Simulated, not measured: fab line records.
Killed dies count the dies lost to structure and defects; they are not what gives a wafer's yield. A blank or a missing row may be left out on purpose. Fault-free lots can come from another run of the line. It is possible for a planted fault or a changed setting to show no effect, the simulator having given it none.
The same fault as seen by 2 desks    flow sky130    numbers are kept per desk, each desk with only its own; the story behind them comes last

FOR THE TOOL OWNER'S DESK: pvd_sputter-02
The tool's own readings at SKY_LOCAL_INTERCONNECT_SPUTTER_00 (material TiN, target thk 100 nm, time 83.3 s): means of the sampled wafers that have a number, for each lot that ran on this tool. A lot is out of limits, marked OUT, if its mean lies more than 4 standard deviations from the usual mean; the brackets give that distance.
Columns: A = susceptor_temp_C at SKY_LOCAL_INTERCONNECT_SPUTTER_00, usual 299.99 C; B = throttle_valve_pct at SKY_LOCAL_INTERCONNECT_SPUTTER_00, usual 30.3 %
lot   first seen here  A       B
L812  day 30 15:28     300.07  29.5
L814  day 31 10:17     300.02  30.4
L815  day 31 12:28     300.18  29.6
L824  day 34 05:55     299.89  30.1
L832  day 36 15:55     300.05  30.5
Result from this desk: across the 5 lots, nothing is out of limits.

FROM THE METROLOGY DESK
Lot by lot, what the gauges showed, no matter which tool ran the lot: averages of those sampled wafers that carry a number. A lot is out of limits, marked OUT, if its mean lies more than 4 standard deviations from the usual mean; the brackets give that distance.
Columns: A = SD_N_RS at SKY_SD_N_RS_MEAS_16, usual 68.63 ohm/sq; B = LOCAL_INTERCONNECT_TIN_RS at SKY_LOCAL_INTERCONNECT_RS_MEAS_01, usual 14.22 ohm/sq; C = CONTACT_BOW at SKY_CONTACT_BOW_MEAS_05, usual 81 um; D = cd_nm at SKY_CONTACT_CD_MEAS_14, usual 170.2 nm
lot   first seen here  A      B      C   D
L810  day 28 14:02     68.80  14.25  81  170.1
L812  day 29 08:56     68.67  14.37  84  168.0
L813  day 29 12:42     68.63  14.24  76  169.5
L814  day 30 04:33     68.75  13.76  78  170.2
L815  day 30 06:32     68.55  13.82  82  172.3
L823  day 32 16:41     68.50  14.30  75  170.2
L824  day 33 00:26     68.52  14.19  78  170.7
L828  day 34 10:18     68.86  14.13  74  169.3
L829  day 34 16:59     68.76  14.22  81  171.6
L831  day 35 04:29     68.52  14.14  75  171.8
L832  day 35 11:20     68.70  14.28  80  172.1
Result from this desk: across the 11 lots, nothing is out of limits.

PUT TOGETHER
Nothing out of limits was seen by the tool owner's desk.
At the metrology desk, nothing out of limits was observed.

WHAT WAS PUT IN BY THE SIMULATOR
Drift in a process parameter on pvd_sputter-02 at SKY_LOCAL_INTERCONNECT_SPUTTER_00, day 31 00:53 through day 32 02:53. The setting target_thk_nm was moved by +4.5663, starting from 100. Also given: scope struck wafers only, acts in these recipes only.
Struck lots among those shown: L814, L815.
